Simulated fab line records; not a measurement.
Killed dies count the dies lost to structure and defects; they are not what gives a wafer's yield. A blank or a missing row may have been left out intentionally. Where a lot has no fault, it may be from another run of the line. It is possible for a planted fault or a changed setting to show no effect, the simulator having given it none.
Which tool is to blame? + flow gf180mcu + 42 wafers from 14 lots sampled at 4 of the route's 602 steps

== WHAT THE GAUGES SHOWED, per wafer ==
GF_M3_THK_MEAS_06: measures by xrf.
| lot  | measured     | on            | M3_ALCU_THK (nm) |
|------|--------------|---------------|------------------|
| L901 | day 21 18:15 | film metro-03 | 442 445 446      |
| L902 | day 22 05:22 | film metro-04 | 453 450 454      |
| L904 | day 22 23:38 | film metro-04 | 446 447 448      |
| L905 | day 23 12:07 | film metro-01 | 448 448 452      |
| L906 | day 23 23:19 | film metro-03 | 446 450 446      |
| L911 | day 25 14:36 | film metro-03 | 450 456 450      |
| L912 | day 26 04:56 | film metro-03 | 442 434 444      |
| L913 | day 26 08:57 | film metro-01 | 446 446 452      |
| L914 | day 26 14:25 | film metro-01 | 448 432 443      |
| L915 | day 26 19:29 | film metro-03 | 444 446 442      |
| L916 | day 27 03:10 | film metro-01 | 443 448 445      |
| L917 | day 27 06:37 | film metro-03 | 441 443 430      |
| L918 | day 27 18:46 | film metro-04 | 449 451 442      |
| L920 | day 28 01:43 | film metro-01 | 448 448 449      |

GF_M3_OVL_MEAS_15.
| lot  | measured     | on         | M3_OVL (nm) |
|------|--------------|------------|-------------|
| L901 | day 22 17:25 | overlay-01 | 3 0 6       |
| L902 | day 23 04:40 | overlay-01 | -7 2 0      |
| L904 | day 23 22:09 | overlay-02 | - - -       |
| L905 | day 24 10:13 | overlay-02 | - - -       |
| L906 | day 24 21:35 | overlay-02 | 8 -3 -4     |
| L911 | day 26 12:02 | overlay-01 | 12 7 16     |
| L912 | day 27 01:41 | overlay-01 | 2 7 2       |
| L913 | day 27 05:47 | overlay-01 | 0 2 -2      |
| L914 | day 27 10:52 | overlay-01 | 1 6 4       |
| L915 | day 27 15:08 | overlay-01 | -2 -3 -4    |
| L916 | day 27 22:49 | overlay-01 | -2 7 7      |
| L917 | day 28 03:08 | overlay-01 | -2 -1 -3    |
| L918 | day 28 13:40 | overlay-01 | 14 5 12     |
| L920 | day 28 20:29 | overlay-01 | -1 4 11     |

== TOOL THAT RAN EACH LOT (tool first, then ch and the chambers of the sampled wafers, then the start) ==
| lot  | GF_V2_SPUTTER_21             | GF_M3_PEB_12                      |
|------|------------------------------|-----------------------------------|
| L901 | pvd sputter-03, day 21 17:13 | litho track-04 ch 0, day 22 16:59 |
| L902 | pvd sputter-02, day 22 04:20 | litho track-03 ch 0, day 23 04:12 |
| L904 | pvd sputter-04, day 22 22:35 | litho track-03, day 23 21:44      |
| L905 | pvd sputter-03, day 23 11:05 | litho track-04, day 24 09:44      |
| L906 | pvd sputter-04, day 23 22:16 | litho track-01 ch 0, day 24 21:11 |
| L911 | pvd sputter-04, day 25 13:34 | litho track-03 ch 0, day 26 11:36 |
| L912 | pvd sputter-04, day 26 03:53 | litho track-03 ch 0, day 27 01:15 |
| L913 | pvd sputter-04, day 26 07:55 | litho track-03 ch 0, day 27 05:19 |
| L914 | pvd sputter-02, day 26 13:22 | litho track-04 ch 0, day 27 10:25 |
| L915 | pvd sputter-03, day 26 18:27 | litho track-03 ch 0, day 27 14:40 |
| L916 | pvd sputter-04, day 27 02:08 | litho track-04 ch 0, day 27 22:20 |
| L917 | pvd sputter-04, day 27 05:34 | litho track-01 ch 0, day 28 02:40 |
| L918 | pvd sputter-03, day 27 17:44 | litho track-04 ch 0, day 28 13:11 |
| L920 | pvd sputter-03, day 28 00:26 | litho track-01 ch 0, day 28 20:01 |
- GF_V2_SPUTTER_21: material Ti, target thk 15 nm, time 80.02 s.
- GF_M3_PEB_12: peb time 90 s.

== AS READ BY THE TOOLS THEMSELVES (means over the sampled wafers that have a number; for cases with no such wafer, the mark the record gives instead) ==
GF_V2_SPUTTER_21.
| lot  | tool           | throttle valve pct (%) |
|------|----------------|------------------------|
| L901 | pvd sputter-03 | 30.8                   |
| L902 | pvd sputter-02 | 30.1                   |
| L904 | pvd sputter-04 | 31.0                   |
| L905 | pvd sputter-03 | 31.1                   |
| L906 | pvd sputter-04 | 30.5                   |
| L911 | pvd sputter-04 | 30.5                   |
| L912 | pvd sputter-04 | 30.4                   |
| L913 | pvd sputter-04 | 30.8                   |
| L914 | pvd sputter-02 | 30.2                   |
| L915 | pvd sputter-03 | 31.1                   |
| L916 | pvd sputter-04 | 30.8                   |
| L917 | pvd sputter-04 | 30.9                   |
| L918 | pvd sputter-03 | 30.5                   |
| L920 | pvd sputter-03 | 30.7                   |

GF_M3_PEB_12.
| lot  | tool           | chill plate temp C (C) | exhaust pa (Pa) | heater power total W (W) | resist line temp C (C) |
|------|----------------|------------------------|-----------------|--------------------------|------------------------|
| L901 | litho track-04 | 23.09                  | 44.2            | 85.68                    | 22.98                  |
| L902 | litho track-03 | 22.94                  | 44.4            | 85.71                    | 22.99                  |
| L904 | litho track-03 | -                      | -               | -                        | -                      |
| L905 | litho track-04 | -                      | -               | -                        | -                      |
| L906 | litho track-01 | 23.11                  | 43.0            | 85.68                    | 23.01                  |
| L911 | litho track-03 | 23.06                  | 44.5            | 85.69                    | 22.95                  |
| L912 | litho track-03 | 23.08                  | 45.5            | 85.73                    | 22.89                  |
| L913 | litho track-03 | 23.10                  | 46.8            | 85.74                    | 23.06                  |
| L914 | litho track-04 | 23.20                  | 45.1            | 85.65                    | 22.93                  |
| L915 | litho track-03 | 22.87                  | 44.2            | 85.61                    | 23.01                  |
| L916 | litho track-04 | 23.04                  | 44.1            | 85.69                    | 22.90                  |
| L917 | litho track-01 | 23.15                  | 43.2            | 85.74                    | 22.98                  |
| L918 | litho track-04 | 23.00                  | 44.5            | 85.69                    | 23.12                  |
| L920 | litho track-01 | 23.12                  | 45.2            | 85.71                    | 23.00                  |

== THE ANSWER, worked out from the rows above alone ==
Rule: the usual values come from the lots themselves. Put in order of their means at a reading, lots are off if they are a third of the lots or fewer, leave a main group of 4 or more, and stand apart from it by a gap of 3 or more times the standard deviation of the main group's means; of several such gaps the widest counts. The tables above print the reading to a certain number of digits; a main group whose means all agree to those digits is not used. A lot without any number at a reading at which 4 lots or more have one is off too. Any other lot the step has rows for is counted as sound. After the gauges, taken in route order, come the tools' own readings; for these a lot's mean is taken, as printed above. The first step at which some lot is off is used, and at that step the reading that is off furthest; a lot without a number counts as furthest.
Off: L904, L905, at GF_M3_OVL_MEAS_15 (M3_OVL). Without a number there: L904, L905. The main group: mean 3 nm, standard deviation 4.4.
A tool fits if, at a process step before that reading, it ran every lot that is off, and no sound lot after the first of them. Not tried: the gauges at GF_M3_OVL_MEAS_15; whatever is off there is also off at GF_M3_PEB_12, on other tools, and gauge error can't account for it. No candidate that was tried fits.

== WHAT THE SIMULATOR PUT IN ==
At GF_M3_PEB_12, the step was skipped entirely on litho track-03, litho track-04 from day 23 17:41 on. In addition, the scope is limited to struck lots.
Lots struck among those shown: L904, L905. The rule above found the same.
